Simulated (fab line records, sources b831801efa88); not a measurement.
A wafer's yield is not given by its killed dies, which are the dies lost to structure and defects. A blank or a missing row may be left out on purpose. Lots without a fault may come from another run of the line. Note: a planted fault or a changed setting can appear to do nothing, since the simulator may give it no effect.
Which of the tools did it? || flow gf180mcu || 15 lots with 45 wafers sampled at 3 steps, on a route of 602 steps

## WHAT EACH GAUGE READ, for each wafer
GF_V3_CD_MEAS_14: the cd target is 260 nm. Usual: cdNm 260.2 nm, standard deviation 1.4.
{"lot": "L134", "measured": "day 22 16:05", "on": "cdSem-01", "cdNm (nm)": "259.1 258.9 259.2", "flag": ""}
{"lot": "L135", "measured": "day 23 04:22", "on": "cdSem-01", "cdNm (nm)": "259.0 258.3 258.8", "flag": ""}
{"lot": "L136", "measured": "day 23 08:33", "on": "cdSem-02", "cdNm (nm)": "259.0 260.7 259.8", "flag": ""}
{"lot": "L137", "measured": "day 23 21:40", "on": "cdSem-01", "cdNm (nm)": "260.1 259.1 261.1", "flag": ""}
{"lot": "L139", "measured": "day 24 11:30", "on": "cdSem-02", "cdNm (nm)": "259.7 260.9 260.1", "flag": ""}
{"lot": "L142", "measured": "day 25 17:38", "on": "cdSem-02", "cdNm (nm)": "261.8 263.1 261.7", "flag": ""}
{"lot": "L144", "measured": "day 26 08:01", "on": "cdSem-01", "cdNm (nm)": "260.9 261.2 260.6", "flag": ""}
{"lot": "L145", "measured": "day 26 14:42", "on": "cdSem-02", "cdNm (nm)": "258.8 258.6 258.7", "flag": ""}
{"lot": "L146", "measured": "day 26 21:14", "on": "cdSem-02", "cdNm (nm)": "263.9 264.0 263.4", "flag": ""}
{"lot": "L148", "measured": "day 27 07:00", "on": "cdSem-01", "cdNm (nm)": "261.6 261.8 261.9", "flag": ""}
{"lot": "L147", "measured": "day 27 12:35", "on": "cdSem-01", "cdNm (nm)": "258.6 257.1 257.0", "flag": ""}
{"lot": "L152", "measured": "day 28 13:02", "on": "cdSem-01", "cdNm (nm)": "260.0 259.7 260.7", "flag": ""}
{"lot": "L154", "measured": "day 29 03:46", "on": "cdSem-02", "cdNm (nm)": "260.8 262.3 261.9", "flag": ""}
{"lot": "L156", "measured": "day 29 13:25", "on": "cdSem-02", "cdNm (nm)": "259.8 259.1 260.3", "flag": ""}
{"lot": "L155", "measured": "day 29 15:59", "on": "cdSem-01", "cdNm (nm)": "260.5 259.7 261.0", "flag": ""}

GF_M4_CD_MEAS_14: the cd target is 280 nm. Usual: cdNm 279.9 nm, standard deviation 0.94.
{"lot": "L134", "measured": "day 23 16:01", "on": "cdSem-01", "cdNm (nm)": "280.2 280.5 280.1", "flag": ""}
{"lot": "L135", "measured": "day 24 04:34", "on": "cdSem-02", "cdNm (nm)": "279.1 279.7 280.3", "flag": ""}
{"lot": "L136", "measured": "day 24 08:23", "on": "cdSem-01", "cdNm (nm)": "279.8 277.6 279.5", "flag": ""}
{"lot": "L137", "measured": "day 24 20:43", "on": "cdSem-01", "cdNm (nm)": "281.0 278.6 279.9", "flag": ""}
{"lot": "L139", "measured": "day 25 10:48", "on": "cdSem-01", "cdNm (nm)": "277.9 278.6 279.4", "flag": ""}
{"lot": "L142", "measured": "day 26 15:31", "on": "cdSem-01", "cdNm (nm)": "279.3 279.6 280.1", "flag": ""}
{"lot": "L144", "measured": "day 27 05:56", "on": "cdSem-02", "cdNm (nm)": "278.7 279.0 279.2", "flag": ""}
{"lot": "L145", "measured": "day 27 12:38", "on": "cdSem-02", "cdNm (nm)": "279.4 279.3 279.7", "flag": ""}
{"lot": "L146", "measured": "day 27 18:43", "on": "cdSem-02", "cdNm (nm)": "280.6 279.3 279.5", "flag": ""}
{"lot": "L148", "measured": "day 28 04:02", "on": "cdSem-02", "cdNm (nm)": "280.3 278.4 279.8", "flag": ""}
{"lot": "L147", "measured": "day 28 09:33", "on": "cdSem-02", "cdNm (nm)": "281.0 282.7 281.7", "flag": ""}
{"lot": "L152", "measured": "day 29 10:14", "on": "cdSem-01", "cdNm (nm)": "279.8 280.0 279.5", "flag": ""}
{"lot": "L154", "measured": "day 30 00:02", "on": "cdSem-01", "cdNm (nm)": "279.9 279.9 280.6", "flag": ""}
{"lot": "L156", "measured": "day 30 09:37", "on": "cdSem-01", "cdNm (nm)": "280.9 280.9 280.2", "flag": ""}
{"lot": "L155", "measured": "day 30 11:58", "on": "cdSem-02", "cdNm (nm)": "279.6 280.8 281.6", "flag": ""}

GF_M4_OVL_MEAS_15. Usual: M4_OVL gives 0 nm (standard deviation 5.1).
{"lot": "L134", "measured": "day 23 16:08", "on": "overlay-01", "M4_OVL (nm)": "0 0 8", "flag": ""}
{"lot": "L135", "measured": "day 24 04:40", "on": "overlay-02", "M4_OVL (nm)": "-2 2 -3", "flag": ""}
{"lot": "L136", "measured": "day 24 08:30", "on": "overlay-02", "M4_OVL (nm)": "2 -3 3", "flag": ""}
{"lot": "L137", "measured": "day 24 20:49", "on": "overlay-02", "M4_OVL (nm)": "-8 -7 -9", "flag": ""}
{"lot": "L139", "measured": "day 25 10:55", "on": "overlay-01", "M4_OVL (nm)": "-4 -2 -4", "flag": ""}
{"lot": "L142", "measured": "day 26 15:38", "on": "overlay-01", "M4_OVL (nm)": "5 3 3", "flag": ""}
{"lot": "L144", "measured": "day 27 06:03", "on": "overlay-01", "M4_OVL (nm)": "6 2 6", "flag": ""}
{"lot": "L145", "measured": "day 27 12:43", "on": "overlay-02", "M4_OVL (nm)": "6 0 10", "flag": ""}
{"lot": "L146", "measured": "day 27 18:50", "on": "overlay-02", "M4_OVL (nm)": "-12 -8 -13", "flag": ""}
{"lot": "L148", "measured": "day 28 04:08", "on": "overlay-02", "M4_OVL (nm)": "-1 5 -1", "flag": ""}
{"lot": "L147", "measured": "day 28 09:40", "on": "overlay-02", "M4_OVL (nm)": "-8 5 2", "flag": ""}
{"lot": "L152", "measured": "day 29 10:20", "on": "overlay-01", "M4_OVL (nm)": "0 -2 7", "flag": ""}
{"lot": "L154", "measured": "day 30 00:09", "on": "overlay-02", "M4_OVL (nm)": "6 -6 1", "flag": ""}
{"lot": "L156", "measured": "day 30 09:44", "on": "overlay-02", "M4_OVL (nm)": "0 2 -5", "flag": ""}
{"lot": "L155", "measured": "day 30 12:05", "on": "overlay-01", "M4_OVL (nm)": "4 9 9", "flag": ""}

## EACH LOT AND THE TOOL THAT RAN IT (in order: tool; ch and the chambers of the sampled wafers; start)
Record: no process step prior to these readings.

## AS READ BY THE TOOLS THEMSELVES (means over the sampled wafers that have a number; for cases with no such wafer, the mark the record gives instead)
The record holds no such reading with a usual standard deviation.

## THE ANSWER, worked out from the rows above alone
Rule: a lot is off if the mean of its wafers that have a number lies more than 3 standard deviations from the usual mean. A lot without any number at a reading at which 4 lots or more have one is off too. Where the step has rows for the other lots, those lots are counted as sound. After the gauges, taken in route order, come the tools' own readings; for these a lot's mean is taken, as printed above. At the first step where some lot is off, the reading lying furthest off is the one used; lots without a number count as furthest.
None of the lots is off at any reading shown; this tells nothing.

## WHAT WAS PUT IN BY THE SIMULATOR
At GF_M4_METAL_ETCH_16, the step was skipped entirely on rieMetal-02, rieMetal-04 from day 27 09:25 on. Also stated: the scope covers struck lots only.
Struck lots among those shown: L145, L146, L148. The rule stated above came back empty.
